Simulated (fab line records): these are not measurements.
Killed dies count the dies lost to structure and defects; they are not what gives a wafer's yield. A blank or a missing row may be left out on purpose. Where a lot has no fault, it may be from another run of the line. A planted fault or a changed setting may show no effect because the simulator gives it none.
fab line records    flow sky130
record: lots: 5  wafers: 15  last_day: 49
route steps=708 shown PASSIVATION@681 PAD_OPEN@694
lots that met no fault: taken from a fault-free run of the same line
start_h: hours from the record's opening day to when the first of the lot's shown wafers began    wait_h: hours since the lot's step before    " identical to the entry in the row above    L1.1+2: one row covering several wafers at once    - no value, or no start given    * or withheld: withheld    < > ~ a bound
route shown NAME@n: a module of which the file shows steps, and the number in the route of the first    usual: the fault-free wafers' mean and standard deviation    same: alike in all rows    chamber/n: place in a boat    sites: each site's reading    _std_site: the values' standard deviation    _edge_site: outer sites' mean less inner sites'    radius_mm: how far each site lies from the wafer's centre    mask NAME#n: copy n    behind: the last tool/chamber to shape the wafer    hold: cause of the lot's hold/its duration in hours/its outcome    device: names the non-switching transistor (n, p or np)    end of line: the route-end tests of the same wafers    step lacking rows: just its recipe    killed: the dies lost at the first sort to structure and to defects; this is not the yield of the wafer    map: shows each die of a wafer: x if killed, . if not, _ if none is there
set.NAME: the setting that was run; set.NAME@STEP: the one run at that earlier step    model.NAME: the simulator's own value behind a step, which no gauge read
a table for each step, a row for each wafer; lots at some steps of the route
services: a tool's chamber out of use, with start hour (start_h, from the record's first day; less than 0 if before it), hours out, and reason
== steps ==
step: SKY_PASSIVATION_CVD_00
recipe: material: SiO2  target_thk_nm: 90  temp_c: 400  time_s: withheld  rf_w: 600
usual: heater_power_w: 702/74  susceptor_temp_C: 400.01/0.24
lot.wafer  tool      chamber  start_h  wait_h  heater_power_w  susceptor_temp_C
L074.2     pecvd-01  0        1042.69  0.0     690             400.32
L074.4     "         2        "        "       633             400.02
L074.6     "         0        "        "       702             400.27
L079.1     pecvd-01  1        1069.50  0.0     814             399.58
L079.4     "         2        "        "       685             399.73
L079.6     "         0        "        "       795             400.15
L080.1     pecvd-02  2        1079.54  0.0     727             400.22
L080.2     "         1        "        "       662             399.78
L080.4     "         2        "        "       725             400.18
L085.2     pecvd-01  0        1103.86  0.0     785             400.02
L085.4     "         2        "        "       684             399.38
L085.5     "         0        "        "       781             400.50
L091.1     pecvd-03  1        1138.14  0.0     606             400.01
L091.2     "         0        "        "       632             399.84
L091.4     "         0        "        "       629             399.93
step: SKY_PASSIVATION_THK_MEAS_01
recipe: reads: SiO2_of_PASSIVATION_CVD_00
usual: PASSIVATION_CVD_00_THK: 90.2/1.2
lot.wafer  tool           chamber  start_h  wait_h  PASSIVATION_CVD_00_THK[nm]
L074.2     film_metro-01  -        1042.72  -       88.9
L074.4     "              -        "        "       90.3
L074.6     "              -        "        "       89.8
L079.1     film_metro-02  -        1069.53  -       89.8
L079.4     "              -        "        "       90.5
L079.6     "              -        "        "       92.1
L080.1     film_metro-01  -        1079.57  -       87.5
L080.2     "              -        "        "       87.1
L080.4     "              -        "        "       88.5
L085.2     film_metro-02  -        1103.89  -       90.7
L085.4     "              -        "        "       90.8
L085.5     "              -        "        "       92.7
L091.1     film_metro-02  -        1138.16  -       89.7
L091.2     "              -        "        "       88.8
L091.4     "              -        "        "       90.4
step: SKY_PASSIVATION_CVD_02
recipe: material: Si3N4  target_thk_nm: 540  temp_c: 400  time_s: withheld  rf_w: 450
usual: heater_power_w: 726/87  susceptor_temp_C: 400.00/0.22
lot.wafer  tool      chamber  start_h  wait_h  heater_power_w  susceptor_temp_C
L074.2     pecvd-02  2        1042.77  0.0     820             400.34
L074.4     "         2        "        "       674             400.12
L074.6     "         0        "        "       660             399.96
L079.1     pecvd-03  0        1069.59  0.1     639             399.99
L079.4     "         2        "        "       882             400.14
L079.6     "         0        "        "       646             400.04
L080.1     pecvd-03  2        1079.63  0.1     875             399.78
L080.2     "         0        "        "       705             399.67
L080.4     "         0        "        "       728             399.77
L085.2     pecvd-02  1        1103.94  0.0     740             399.72
L085.4     "         1        "        "       765             399.94
L085.5     "         0        "        "       736             400.12
L091.1     pecvd-01  1        1138.22  0.1     740             400.19
L091.2     "         2        "        "       748             400.39
L091.4     "         0        "        "       756             400.41
step: SKY_PASSIVATION_THK_MEAS_03
recipe: reads: Si3N4_of_PASSIVATION_CVD_02
usual: PASSIVATION_CVD_02_THK: 541/6.8
lot.wafer  tool           chamber  start_h  wait_h  PASSIVATION_CVD_02_THK[nm]
L074.2     film_metro-04  -        1043.01  -       541
L074.4     "              -        "        "       547
L074.6     "              -        "        "       552
L079.1     film_metro-04  -        1069.81  -       537
L079.4     "              -        "        "       539
L079.6     "              -        "        "       543
L080.1     film_metro-02  -        1079.86  -       540
L080.2     "              -        "        "       534
L080.4     "              -        "        "       544
L085.2     film_metro-02  -        1104.18  -       544
L085.4     "              -        "        "       546
L085.5     "              -        "        "       550
L091.1     film_metro-02  -        1138.45  -       535
L091.2     "              -        "        "       527
L091.4     "              -        "        "       542
step: SKY_PASSIVATION_DEHYDRATE_04
recipe: temp_c: 200  time_s: 60
usual: heater_power_total_W: 160.36/0.13
lot.wafer  tool            chamber  start_h  wait_h  heater_power_total_W
L074.2     litho_track-02  0        1053.54  10.5    160.25
L074.4     "               0        "        "       160.27
L074.6     "               0        "        "       160.23
L079.1     litho_track-02  0        1080.02  10.2    160.24
L079.4     "               0        "        "       160.25
L079.6     "               0        "        "       160.46
L080.1     litho_track-04  0        1089.52  9.7     160.50
L080.2     "               0        "        "       160.48
L080.4     "               0        "        "       160.25
L085.2     litho_track-04  0        1113.85  9.7     160.36
L085.4     "               0        "        "       160.28
L085.5     "               0        "        "       160.23
L091.1     litho_track-01  0        1146.88  8.4     160.38
L091.2     "               0        "        "       160.52
L091.4     "               0        "        "       160.40
step: SKY_PASSIVATION_HMDS_05
recipe: prime_time_s: 60  prime_temp_c: 120
lot.wafer   tool            chamber  start_h  wait_h
L074.2+4+6  litho_track-02  0        1053.69  0.1
L079.1+4+6  litho_track-02  0        1080.17  0.1
L080.1+2+4  litho_track-04  0        1089.67  0.1
L085.2+4+5  litho_track-04  0        1114.00  0.1
L091.1+2+4  litho_track-01  0        1147.03  0.1
step: SKY_PASSIVATION_COAT_06
recipe: spin_rpm: 2000  resist_thk_nm: 3000
usual: spin_speed_rpm: 1999.7/1.6
lot.wafer  tool            chamber  start_h  wait_h  spin_speed_rpm
L074.2     litho_track-02  0        1053.84  0.1     1999.0
L074.4     "               0        "        "       1999.5
L074.6     "               0        "        "       1997.7
L079.1     litho_track-02  0        1080.32  0.1     2002.1
L079.4     "               0        "        "       2000.9
L079.6     "               0        "        "       1999.4
L080.1     litho_track-04  0        1089.82  0.1     1998.4
L080.2     "               0        "        "       2000.8
L080.4     "               0        "        "       2000.8
L085.2     litho_track-04  0        1114.15  0.1     1996.8
L085.4     "               0        "        "       1999.5
L085.5     "               0        "        "       1998.7
L091.1     litho_track-01  0        1147.18  0.1     2000.3
L091.2     "               0        "        "       1999.6
L091.4     "               0        "        "       2002.1
step: SKY_PASSIVATION_SOFTBAKE_07
recipe: temp_c: 110  time_s: withheld
usual: heater_power_total_W: 65.33/0.14
lot.wafer  tool            chamber  start_h  wait_h  heater_power_total_W
L074.2     litho_track-02  0        1054.00  0.1     65.19
L074.4     "               0        "        "       65.40
L074.6     "               0        "        "       65.39
L079.1     litho_track-02  0        1080.47  0.1     65.47
L079.4     "               0        "        "       65.10
L079.6     "               0        "        "       65.13
L080.1     litho_track-04  0        1089.97  0.1     65.60
L080.2     "               0        "        "       65.51
L080.4     "               0        "        "       65.11
L085.2     litho_track-04  0        1114.30  0.1     65.22
L085.4     "               0        "        "       65.33
L085.5     "               0        "        "       65.53
L091.1     litho_track-01  0        1147.33  0.1     65.17
L091.2     "               0        "        "       65.26
L091.4     "               0        "        "       65.49
step: SKY_PASSIVATION_EXPOSE_08
recipe: mask_id: NSM  target_cd_nm: 3000  na: 0.57  dose_mj: 260
lot.wafer   tool              chamber  start_h  wait_h  mask
L074.2+4+6  iline_stepper-01  0        -        -       NSM#0
L079.1+4+6  iline_stepper-02  0        -        -       NSM#0
L080.1+2+4  iline_stepper-01  0        -        -       NSM#0
L085.2+4+5  iline_stepper-01  0        -        -       NSM#0
L091.1+2+4  iline_stepper-02  0        -        -       NSM#0
step: SKY_PASSIVATION_PEB_09
recipe: temp_c: 115  time_s: withheld
usual: heater_power_total_W: 69.33/0.13
lot.wafer  tool            chamber  start_h  wait_h  heater_power_total_W
L074.2     litho_track-04  0        -        -       69.30
L074.4     "               0        "        "       69.17
L074.6     "               0        "        "       69.21
L079.1     litho_track-01  0        -        -       69.29
L079.4     "               0        "        "       69.13
L079.6     "               0        "        "       69.57
L080.1     litho_track-02  0        -        -       69.35
L080.2     "               0        "        "       69.26
L080.4     "               0        "        "       69.31
L085.2     litho_track-01  0        -        -       69.52
L085.4     "               0        "        "       69.18
L085.5     "               0        "        "       69.32
L091.1     litho_track-04  0        -        -       69.48
L091.2     "               0        "        "       69.15
L091.4     "               0        "        "       69.49
step: SKY_PASSIVATION_DEVELOP_10
recipe: develop_time_s: 60  dev_temp_c: 23
usual: developer_temp_C: 22.99/0.11
lot.wafer  tool            chamber  start_h  wait_h  developer_temp_C
L074.2     litho_track-04  0        -        -       22.84
L074.4     "               0        "        "       22.74
L074.6     "               0        "        "       22.95
L079.1     litho_track-01  0        -        -       23.01
L079.4     "               0        "        "       22.83
L079.6     "               0        "        "       22.87
L080.1     litho_track-02  0        -        -       22.94
L080.2     "               0        "        "       23.04
L080.4     "               0        "        "       22.94
L085.2     litho_track-01  0        -        -       22.80
L085.4     "               0        "        "       22.92
L085.5     "               0        "        "       22.93
L091.1     litho_track-04  0        -        -       23.05
L091.2     "               0        "        "       22.77
L091.4     "               0        "        "       22.99
step: SKY_PASSIVATION_ETCH_11
recipe: chemistry: CF4/O2  target_depth_nm: 725  stop_on: AlCu  source_w: 800  bias_w: 150  pressure_mtorr: 150  cf4_flow_sccm: 80  O2_flow_sccm: 10  time_s: 161.1
usual: drypump_motor_current_A: 6.0/0.39  oes_product_au: 0.978/0.0068  throttle_valve_pct: 5.964/0.0098
lot.wafer  tool         chamber  start_h  wait_h  drypump_motor_current_A  oes_product_au  rf_hours_counter_h  throttle_valve_pct
L074.2     rie_diel-01  3        1064.17  -       5.2                      0.981           21                  5.976
L074.4     "            1        "        "       5.9                      0.995           20                  5.983
L074.6     "            1        "        "       5.9                      0.986           -                   5.969
L079.1     rie_diel-03  0        1090.83  -       6.1                      0.975           9                   5.959
L079.4     "            3        "        "       5.7                      0.974           -                   5.977
L079.6     "            0        "        "       6.1                      0.989           -                   5.980
L080.1     rie_diel-04  1        1100.67  -       6.2                      0.981           9                   5.956
L080.2     "            0        "        "       6.1                      0.970           15                  5.971
L080.4     "            2        "        "       6.1                      0.981           19                  5.957
L085.2     rie_diel-01  0        1123.98  -       6.2                      0.976           26                  5.958
L085.4     "            3        "        "       5.2                      0.980           23                  5.954
L085.5     "            2        "        "       6.4                      0.987           -                   5.956
L091.1     rie_diel-03  0        1155.82  -       6.1                      0.977           11                  5.971
L091.2     "            2        "        "       6.2                      0.965           18                  5.968
L091.4     "            1        "        "       6.7                      0.980           19                  5.956
step: SKY_PASSIVATION_STRIP_12
recipe: chemistry: O2/N2  power_w: 1400  pressure_mtorr: 1500  platen_temp_c: withheld  overash_fraction: 0.7  o2_flow_sccm: 3000  n2_flow_sccm: 300
usual: drypump_motor_current_A: 5.7/0.31  oes_product_au: 0.661/0.0046  strip_time_to_endpoint_s: 31.56/0.12
lot.wafer  tool             chamber  start_h  wait_h  drypump_motor_current_A  oes_product_au  rf_hours_counter_h  strip_time_to_endpoint_s
L074.2     plasma_asher-01  1        1064.28  0.1     5.1                      0.662           0                   31.67
L074.4     "                0        "        "       5.7                      0.664           -                   31.54
L074.6     "                1        "        "       5.1                      0.650           -                   31.53
L079.1     plasma_asher-02  1        1090.94  0.1     5.9                      0.661           93                  31.58
L079.4     "                0        "        "       5.5                      0.659           -                   31.62
L079.6     "                1        "        "       5.9                      0.658           -                   31.53
L080.1     plasma_asher-01  1        1100.77  0.1     5.1                      0.657           3                   31.34
L080.2     "                0        "        "       5.7                      0.667           3                   31.46
L080.4     "                0        "        "       5.7                      0.665           -                   31.52
L085.2     plasma_asher-02  1        1124.09  0.1     5.9                      0.670           96                  31.70
L085.4     "                1        "        "       5.9                      0.660           -                   31.59
L085.5     "                0        "        "       5.5                      0.660           -                   31.68
L091.1     plasma_asher-01  1        1155.93  0.1     5.1                      0.662           8                   31.29
L091.2     "                0        "        "       5.7                      0.667           8                   31.54
L091.4     "                0        "        "       5.7                      0.659           -                   31.39
step: SKY_PAD_OPEN_DEHYDRATE_00
recipe: temp_c: 200  time_s: 60
usual: heater_power_total_W: 160.38/0.14
lot.wafer  tool            chamber  start_h  wait_h  heater_power_total_W
L074.2     litho_track-01  0        1074.56  10.2    160.37
L074.4     "               0        "        "       160.54
L074.6     "               0        "        "       160.40
L079.1     litho_track-03  0        1100.53  9.6     160.12
L079.4     "               0        "        "       160.63
L079.6     "               0        "        "       160.30
L080.1     litho_track-03  0        1110.38  9.6     160.57
L080.2     "               0        "        "       160.15
L080.4     "               0        "        "       160.68
L085.2     litho_track-02  0        1132.79  8.7     160.39
L085.4     "               0        "        "       160.31
L085.5     "               0        "        "       160.42
L091.1     litho_track-03  0        1164.18  8.2     160.42
L091.2     "               0        "        "       160.35
L091.4     "               0        "        "       160.32
step: SKY_PAD_OPEN_HMDS_01
recipe: prime_time_s: 60  prime_temp_c: 120
lot.wafer   tool            chamber  start_h  wait_h
L074.2+4+6  litho_track-01  0        1074.71  0.1
L079.1+4+6  litho_track-03  0        1100.68  0.1
L080.1+2+4  litho_track-03  0        1110.53  0.1
L085.2+4+5  litho_track-02  0        1132.94  0.1
L091.1+2+4  litho_track-03  0        1164.33  0.1
step: SKY_PAD_OPEN_COAT_02
recipe: spin_rpm: 2000  resist_thk_nm: 3037
usual: spin_speed_rpm: 1999.8/1.4
lot.wafer  tool            chamber  start_h  wait_h  spin_speed_rpm
L074.2     litho_track-01  0        1074.86  0.1     2001.4
L074.4     "               0        "        "       2000.1
L074.6     "               0        "        "       2000.0
L079.1     litho_track-03  0        1100.83  0.1     2001.8
L079.4     "               0        "        "       2000.4
L079.6     "               0        "        "       1999.5
L080.1     litho_track-03  0        1110.68  0.1     1998.5
L080.2     "               0        "        "       1999.1
L080.4     "               0        "        "       1998.4
L085.2     litho_track-02  0        1133.09  0.1     2000.6
L085.4     "               0        "        "       2000.9
L085.5     "               0        "        "       2000.5
L091.1     litho_track-03  0        1164.48  0.1     1998.1
L091.2     "               0        "        "       1999.5
L091.4     "               0        "        "       1999.1
step: SKY_PAD_OPEN_SOFTBAKE_03
recipe: temp_c: 110  time_s: withheld
usual: heater_power_total_W: 65.33/0.14
lot.wafer  tool            chamber  start_h  wait_h  heater_power_total_W
L074.2     litho_track-01  0        1075.02  0.1     65.24
L074.4     "               0        "        "       65.47
L074.6     "               0        "        "       65.49
L079.1     litho_track-03  0        1100.98  0.1     65.47
L079.4     "               0        "        "       65.50
L079.6     "               0        "        "       65.21
L080.1     litho_track-03  0        1110.83  0.1     65.54
L080.2     "               0        "        "       65.27
L080.4     "               0        "        "       65.44
L085.2     litho_track-02  0        1133.25  0.1     65.18
L085.4     "               0        "        "       65.15
L085.5     "               0        "        "       65.40
L091.1     litho_track-03  0        1164.63  0.1     65.26
L091.2     "               0        "        "       65.37
L091.4     "               0        "        "       65.27
step: SKY_PAD_OPEN_EXPOSE_04
recipe: mask_id: PDM  target_cd_nm: 60000  na: 0.57  dose_mj: 260
lot.wafer   tool              chamber  start_h  wait_h  mask
L074.2+4+6  iline_stepper-01  0        -        -       PDM#0
L079.1+4+6  iline_stepper-02  0        -        -       PDM#0
L080.1+2+4  iline_stepper-02  0        -        -       PDM#0
L085.2+4+5  iline_stepper-02  0        -        -       PDM#0
L091.1+2+4  iline_stepper-02  0        -        -       PDM#0
step: SKY_PAD_OPEN_PEB_05
recipe: temp_c: 115  time_s: withheld
usual: heater_power_total_W: 69.34/0.12
lot.wafer  tool            chamber  start_h  wait_h  heater_power_total_W
L074.2     litho_track-01  0        -        -       69.28
L074.4     "               0        "        "       69.36
L074.6     "               0        "        "       69.27
L079.1     litho_track-03  0        -        -       69.43
L079.4     "               0        "        "       69.26
L079.6     "               0        "        "       69.48
L080.1     litho_track-02  0        -        -       69.26
L080.2     "               0        "        "       69.55
L080.4     "               0        "        "       69.47
L085.2     litho_track-03  0        -        -       69.38
L085.4     "               0        "        "       69.41
L085.5     "               0        "        "       69.18
L091.1     litho_track-03  0        -        -       69.36
L091.2     "               0        "        "       69.30
L091.4     "               0        "        "       69.37
step: SKY_PAD_OPEN_DEVELOP_06
recipe: develop_time_s: 60  dev_temp_c: 23
usual: developer_temp_C: 23.00/0.11
lot.wafer  tool            chamber  start_h  wait_h  developer_temp_C
L074.2     litho_track-01  0        -        -       22.90
L074.4     "               0        "        "       22.97
L074.6     "               0        "        "       23.03
L079.1     litho_track-03  0        -        -       23.27
L079.4     "               0        "        "       23.09
L079.6     "               0        "        "       23.19
L080.1     litho_track-02  0        -        -       23.13
L080.2     "               0        "        "       23.07
L080.4     "               0        "        "       23.07
L085.2     litho_track-03  0        -        -       22.91
L085.4     "               0        "        "       23.01
L085.5     "               0        "        "       23.15
L091.1     litho_track-03  0        -        -       23.12
L091.2     "               0        "        "       22.93
L091.4     "               0        "        "       22.97
step: SKY_PAD_OPEN_ETCH_07
recipe: chemistry: CF4/O2  target_depth_nm: 725  stop_on: AlCu  source_w: 800  bias_w: 150  pressure_mtorr: 150  cf4_flow_sccm: 80  O2_flow_sccm: 10  time_s: 161.1
usual: drypump_motor_current_A: 5.9/0.33  oes_product_au: 0.979/0.0062  throttle_valve_pct: 5.964/0.0095
lot.wafer  tool         chamber  start_h  wait_h  drypump_motor_current_A  oes_product_au  rf_hours_counter_h  throttle_valve_pct
L074.2     rie_diel-02  1        1085.73  -       5.7                      0.984           15                  5.971
L074.4     "            2        "        "       5.7                      0.984           24                  5.956
L074.6     "            0        "        "       6.2                      0.989           -                   5.958
L079.1     rie_diel-04  3        1111.73  -       5.5                      0.974           18                  5.970
L079.4     "            1        "        "       6.2                      0.981           -                   5.952
L079.6     "            0        "        "       6.1                      0.978           -                   5.988
L080.1     rie_diel-02  2        1121.52  -       5.7                      0.977           25                  5.963
L080.2     "            0        "        "       6.2                      0.971           25                  5.960
L080.4     "            1        "        "       5.7                      0.980           16                  5.979
L085.2     rie_diel-02  3        1141.93  -       5.5                      0.979           11                  5.982
L085.4     "            2        "        "       5.7                      0.978           26                  5.973
L085.5     "            2        "        "       5.8                      0.986           -                   5.979
L091.1     rie_diel-02  0        1173.48  -       6.2                      0.979           27                  5.972
L091.2     "            1        "        "       5.7                      0.958           18                  5.950
L091.4     "            2        "        "       5.7                      0.979           27                  5.970
step: SKY_PAD_OPEN_STRIP_08
recipe: chemistry: O2/N2  power_w: 1400  pressure_mtorr: 1500  platen_temp_c: withheld  overash_fraction: 0.7  o2_flow_sccm: 3000  n2_flow_sccm: 300
usual: drypump_motor_current_A: 5.74/0.28  oes_product_au: 0.663/0.0048  strip_time_to_endpoint_s: 37.50/0.11
lot.wafer  tool             chamber  start_h  wait_h  drypump_motor_current_A  oes_product_au  rf_hours_counter_h  strip_time_to_endpoint_s
L074.2     plasma_asher-01  1        1085.84  0.1     5.11                     0.664           2                   37.52
L074.4     "                0        "        "       5.71                     0.663           -                   37.50
L074.6     "                0        "        "       5.72                     0.658           -                   37.52
L079.1     plasma_asher-04  1        1111.84  0.1     6.14                     0.665           36                  37.43
L079.4     "                0        "        "       5.79                     0.658           -                   37.53
L079.6     "                0        "        "       5.82                     0.666           -                   37.59
L080.1     plasma_asher-03  1        1121.62  0.1     5.73                     0.664           69                  37.46
L080.2     "                0        "        "       5.62                     0.666           69                  37.51
L080.4     "                1        "        "       5.76                     0.655           -                   37.35
L085.2     plasma_asher-04  1        1142.04  0.1     6.13                     0.665           39                  37.48
L085.4     "                1        "        "       6.15                     0.670           -                   37.46
L085.5     "                1        "        "       6.13                     0.662           -                   37.51
L091.1     plasma_asher-01  0        1173.59  0.1     5.71                     0.663           10                  37.27
L091.2     "                1        "        "       5.11                     0.662           10                  37.35
L091.4     "                0        "        "       5.71                     0.659           -                   37.24
step: SKY_PAD_OPEN_STRIP_09
recipe: chemistry: post_etch_residue_remover  time_s: 1200  temp_c: 72.5
lot.wafer   tool          chamber  start_h  wait_h
L074.2+4+6  wet_bench-04  1        1085.94  0.1
L079.1+4+6  wet_bench-04  2        1111.94  0.1
L080.1+2+4  wet_bench-02  1        1121.72  0.1
L085.2+4+5  wet_bench-04  3        1142.14  0.1
L091.1+2+4  wet_bench-01  0        1173.69  0.1
step: SKY_PAD_OPEN_CLEAN_10
recipe: chemistry: IPA  time_s: 180  temp_c: 25
lot.wafer   tool          chamber  start_h  wait_h
L074.2+4+6  wet_bench-02  1        1086.28  0.0
L079.1+4+6  wet_bench-01  1        1112.28  0.0
L080.1+2+4  wet_bench-04  2        1122.07  0.0
L085.2+4+5  wet_bench-02  1        1142.48  0.0
L091.1+2+4  wet_bench-02  2        1174.06  0.0
step: SKY_PAD_OPEN_CLEAN_11
recipe: chemistry: O3/DIW  dry: n2_spin
lot.wafer   tool          chamber  start_h  wait_h
L074.2+4+6  wet_bench-02  0        1086.35  0.0
L079.1+4+6  wet_bench-02  0        1112.34  0.0
L080.1+2+4  wet_bench-01  1        1122.12  0.0
L085.2+4+5  wet_bench-01  0        1142.54  0.0
L091.1+2+4  wet_bench-01  0        1174.12  0.0
step: SKY_PAD_OPEN_ANNEAL_12
recipe: temp_c: 400  time_s: withheld  ambient: N2/H2  idle_temp_c: 300  ramp_up_c_per_min: 8  ramp_down_c_per_min: 4
usual: ramp_down_c_per_min: 4.0000/0.00076  ramp_up_c_per_min: 8.0002/0.0013  spike_tc_centre_C: 399.6/1  spike_tc_lower_C: 401.0/1.2
lot.wafer  tool        chamber  start_h  wait_h  ramp_down_c_per_min  ramp_up_c_per_min  spike_tc_centre_C  spike_tc_lower_C
L074.2     furnace-02  0        1086.45  0.0     3.9994               7.9980             399.9              401.7
L074.4     "           0        "        "       4.0017               8.0005             398.7              403.2
L074.6     "           0        "        "       4.0003               7.9993             398.3              399.9
L079.1     furnace-01  0        1112.58  0.2     4.0005               7.9988             398.1              401.0
L079.4     "           0        "        "       3.9995               8.0016             400.4              399.7
L079.6     "           0        "        "       3.9995               8.0011             400.1              401.1
L080.1     furnace-01  0        1122.22  0.0     3.9996               7.9980             398.8              398.7
L080.2     "           0        "        "       3.9988               7.9979             398.8              400.1
L080.4     "           0        "        "       4.0002               8.0009             399.3              399.1
L085.2     furnace-02  0        1142.72  0.0     4.0011               8.0014             398.9              402.5
L085.4     "           0        "        "       3.9991               8.0024             398.1              402.5
L085.5     "           0        "        "       4.0001               7.9995             398.5              399.8
L091.1     furnace-02  0        1174.22  0.0     4.0001               7.9996             402.4              401.4
L091.2     "           0        "        "       4.0000               8.0009             399.2              401.3
L091.4     "           0        "        "       4.0002               8.0004             401.2              401.8
step: SKY_PAD_OPEN_BOW_MEAS_13
recipe: mode: bow
usual: PAD_OPEN_BOW: 44/9.2
lot.wafer  tool           chamber  start_h  wait_h  PAD_OPEN_BOW[um]
L074.2     film_metro-04  -        1087.97  -       53
L074.4     "              -        "        "       39
L074.6     "              -        "        "       34
L079.1     film_metro-01  -        1114.08  -       41
L079.4     "              -        "        "       43
L079.6     "              -        "        "       27
L080.1     film_metro-03  -        1123.72  -       51
L080.2     "              -        "        "       64
L080.4     "              -        "        "       61
L085.2     film_metro-01  -        1144.24  -       46
L085.4     "              -        "        "       30
L085.5     "              -        "        "       40
L091.1     film_metro-04  -        1175.72  -       40
L091.2     "              -        "        "       31
L091.4     "              -        "        "       53
== services ==
tool              chamber  start_h  hours  kind
plasma_asher-04   -        1026.20  0.4    repair
furnace-01        -        1028.46  3.6    pm
pecvd-02          2        1030.34  5.7    repair
iline_stepper-01  -        1038.68  14.4   repair
iline_stepper-01  -        1048.72  1.2    repair
plasma_asher-04   -        1049.22  11.5   repair
rie_diel-01       -        1051.56  2.8    pm
rie_diel-03       -        1054.29  0.5    repair
plasma_asher-01   -        1055.25  9.0    pm
pecvd-02          1        1056.76  4.8    repair
furnace-02        -        1057.36  5.3    repair
iline_stepper-02  -        1065.31  1.1    repair
rie_diel-01       -        1075.56  0.3    repair
pecvd-01          -        1078.51  1.4    repair
rie_diel-03       2        1084.64  11.3   repair
iline_stepper-01  -        1087.67  2.1    pm
wet_bench-01      -        1094.58  1.0    repair
plasma_asher-01   -        1107.63  1.3    repair
plasma_asher-01   -        1108.30  2.6    repair
furnace-02        -        1113.59  4.8    pm
iline_stepper-01  -        1123.46  1.7    pm
rie_diel-02       3        1128.88  3.5    repair
furnace-02        -        1135.72  5.8    repair
iline_stepper-02  -        1154.38  1.7    pm
== key ==
fault none
